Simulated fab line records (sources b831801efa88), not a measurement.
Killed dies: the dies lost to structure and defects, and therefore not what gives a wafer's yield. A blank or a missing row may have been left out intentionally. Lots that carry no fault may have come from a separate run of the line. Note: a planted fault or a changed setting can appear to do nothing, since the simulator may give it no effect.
Chamber matching :: flow sky130 :: SKY_CONTACT_ETCH_18 on rie-diel-04 has 4 sister chambers
The step etches Si3N4 in CHF3/O2, stops on TiN, time 39 s, target depth 75 nm. 8 wafers are shown with their chamber, then 7 later ones without.

WAFERS PAIRED WITH THEIR CHAMBERS
wafer: L258.3
chamber: 2
drypump-motor-current-A (A): 5.1
oes-product-au (a.u.): 0.861

wafer: L258.6
chamber: 2
drypump-motor-current-A (A): 5.1
oes-product-au (a.u.): 0.863

wafer: L260.5
chamber: 1
drypump-motor-current-A (A): 6.3
oes-product-au (a.u.): 0.860

wafer: L264.1
chamber: 1
drypump-motor-current-A (A): 6.3
oes-product-au (a.u.): 0.865

wafer: L264.2
chamber: 0
drypump-motor-current-A (A): 5.0
oes-product-au (a.u.): 0.851

wafer: L264.4
chamber: 3
drypump-motor-current-A (A): 5.4
oes-product-au (a.u.): 0.861

wafer: L271.1
chamber: 0
drypump-motor-current-A (A): 5.0
oes-product-au (a.u.): 0.847

wafer: L271.3
chamber: 3
drypump-motor-current-A (A): 5.5
oes-product-au (a.u.): 0.863

WAFERS WHOSE CHAMBER IS MISSING
wafer: L271.4
drypump-motor-current-A (A): 5.2
oes-product-au (a.u.): 0.870

wafer: L278.1
drypump-motor-current-A (A): 5.4
oes-product-au (a.u.): 0.852

wafer: L278.4
drypump-motor-current-A (A): 6.3
oes-product-au (a.u.): 0.866

wafer: L278.5
drypump-motor-current-A (A): 5.2
oes-product-au (a.u.): 0.870

wafer: L280.2
drypump-motor-current-A (A): 5.0
oes-product-au (a.u.): 0.844

wafer: L280.3
drypump-motor-current-A (A): 5.4
oes-product-au (a.u.): 0.850

wafer: L280.6
drypump-motor-current-A (A): 6.3
oes-product-au (a.u.): 0.853

THE CHAMBER EACH PASSED THROUGH
wafer: L271.4
from the rows above: 2
in truth: 2

wafer: L278.1
from the rows above: 3
in truth: 3

wafer: L278.4
from the rows above: 1
in truth: 1

wafer: L278.5
from the rows above: 2
in truth: 2

wafer: L280.2
from the rows above: 0
in truth: 0

wafer: L280.3
from the rows above: 3
in truth: 3

wafer: L280.6
from the rows above: 1
in truth: 1
Correct placement for 7 of the 7. Not placeable from these rows: 0. Wrongly placed: 0.
How it was worked out, from the rows above alone: a wafer's distance from a chamber is the root of the sum, over the readings, of the square of ((its reading less the chamber's mean) divided by the reading's scatter). The wafer belongs to the nearest chamber; if the next one is less than 2 further off, it can't be placed. Each chamber's mean is taken over the wafers shown for it. The scatter: the root of (the sum of the squares of (reading less its chamber's mean) over the shown wafers, divided by (wafers less chambers)).
